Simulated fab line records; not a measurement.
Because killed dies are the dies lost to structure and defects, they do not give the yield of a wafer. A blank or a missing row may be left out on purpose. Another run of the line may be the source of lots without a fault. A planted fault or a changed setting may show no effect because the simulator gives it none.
Split-lot experiment ; flow sfqLine ; 27 wafers read across 5 lots, on a route 325 steps long

== ABOUT THE SPLIT ==
At SFQ_TRILAYER_JJ_TRILAYER_DEP_SPUTTER_112 (material Nb, target thk 170 nm, time 113.3 s), the setting timeS was moved away from the recipe's 113.3 s on 9 of the 27 wafers read, by -58.9% to +49.9%. This setting was run at the recipe's value on the other wafers.

Between the split and the reading, the file records no step.

== THE READING ==
At SFQ_JJ_RS_MEAS_929, a four-point-probe measurement gives JJ_NB_RS in ohm/sq. On this fab line, fault-free wafers typically give 1.049 ohm/sq with a standard deviation of 0.011 ohm/sq.

wafer;tool, chamber at the split;timeS as run, s;against the recipe;JJ_NB_RS, ohm/sq;against lot-mates on the recipe
L074.4;pvdSputter-03, -;113.3;recipe;1.040;-
L074.5;pvdSputter-03, -;113.3;recipe;1.047;-
L074.6;pvdSputter-03, -;113.3;recipe;1.051;-
L076.1;pvdSputter-03, -;113.3;recipe;1.051;-
L076.2;pvdSputter-03, -;46.61;-58.9%;2.576;+1.531
L076.3;pvdSputter-03, -;113.3;recipe;1.035;-
L076.4;pvdSputter-03, -;46.61;-58.9%;2.594;+1.549
L076.5;pvdSputter-03, -;113.3;recipe;1.048;-
L076.6;pvdSputter-03, -;46.61;-58.9%;2.512;+1.467
L078.1;pvdSputter-03, -;169.8;+49.9%;0.696;-0.355
L078.2;pvdSputter-03, -;169.8;+49.9%;0.703;-0.348
L078.3;pvdSputter-03, -;169.8;+49.9%;0.700;-0.351
L078.4;pvdSputter-03, -;113.3;recipe;1.045;-
L078.5;pvdSputter-03, -;113.3;recipe;1.056;-
L078.6;pvdSputter-03, -;113.3;recipe;1.052;-
L079.1;pvdSputter-03, -;113.3;recipe;1.057;-
L079.2;pvdSputter-03, -;90.39;-20.2%;1.324;+0.276
L079.3;pvdSputter-03, -;113.3;recipe;1.045;-
L079.4;pvdSputter-03, -;90.39;-20.2%;1.308;+0.260
L079.5;pvdSputter-03, -;113.3;recipe;1.043;-
L079.6;pvdSputter-03, -;90.39;-20.2%;1.311;+0.263
L084.1;pvdSputter-04, -;113.3;recipe;1.030;-
L084.2;pvdSputter-04, -;113.3;recipe;1.045;-
L084.3;pvdSputter-04, -;113.3;recipe;1.041;-
L084.4;pvdSputter-04, -;113.3;recipe;1.050;-
L084.5;pvdSputter-04, -;113.3;recipe;1.048;-
L084.6;pvdSputter-04, -;113.3;recipe;1.035;-

FIT RESULTS
A straight line over all 27 wafers: JJ_NB_RS changes by -0.0171 ohm/sq for each +1% of timeS; r = -0.90; the points scatter about the line by 0.23 ohm/sq.
The same after taking each lot's own level away (the mean of its wafers on the recipe; 27 wafers): -0.0172 ohm/sq for each +1%; r = -0.90; scatter 0.23 ohm/sq.
The reading moves by 1 ohm/sq for the largest change in timeS, on that fit.
From 1.0415 to 1.0510 ohm/sq: that is the span of the lots' own levels, equal to 0.9 times the standard deviation above.
The two slopes agree, so the slope changes little with the lot-to-lot level.
Check: for one of the wafers moved furthest among these (-58.9%), held out of the fit, the line's prediction against its lot-mates is +1.01 ohm/sq. It came out at +1.53 ohm/sq against them.

== THE WHOLE CHAIN: every reading that the file lists as answering this split, in the file's order ==
step;what it does;reading;change (the file's fit);r (the file's)
SFQ_TRILAYER_JJ_TRILAYER_DEP_SPUTTER_112;material Nb, target thk 170 nm, time 113.3 s;Nb_of_TRILAYER_JJ_TRILAYER_DEP_SPUTTER_112.thkNm (the simulator's own value, which no gauge read);+1.69 nm for each +1% of the setting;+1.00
SFQ_JJ_RS_MEAS_929;measures by four-point-probe;JJ_NB_RS;-0.0176 for each +1% of the setting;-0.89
SFQ_TRILAYER_JJ_CE_ETCH_RIE_118;chemistry SF6, target Nb, stops on Al2O3, time 97.7 s, target depth 170 nm;oesProductAu;not straight: 0.637 at the lowest setting, 0.988 at the recipe, 0.992 at the highest;not given

== THE FILE'S OWN FIT ==
JJ_NB_RS changes by -0.0176 ohm/sq for each +1% of timeS, r = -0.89.
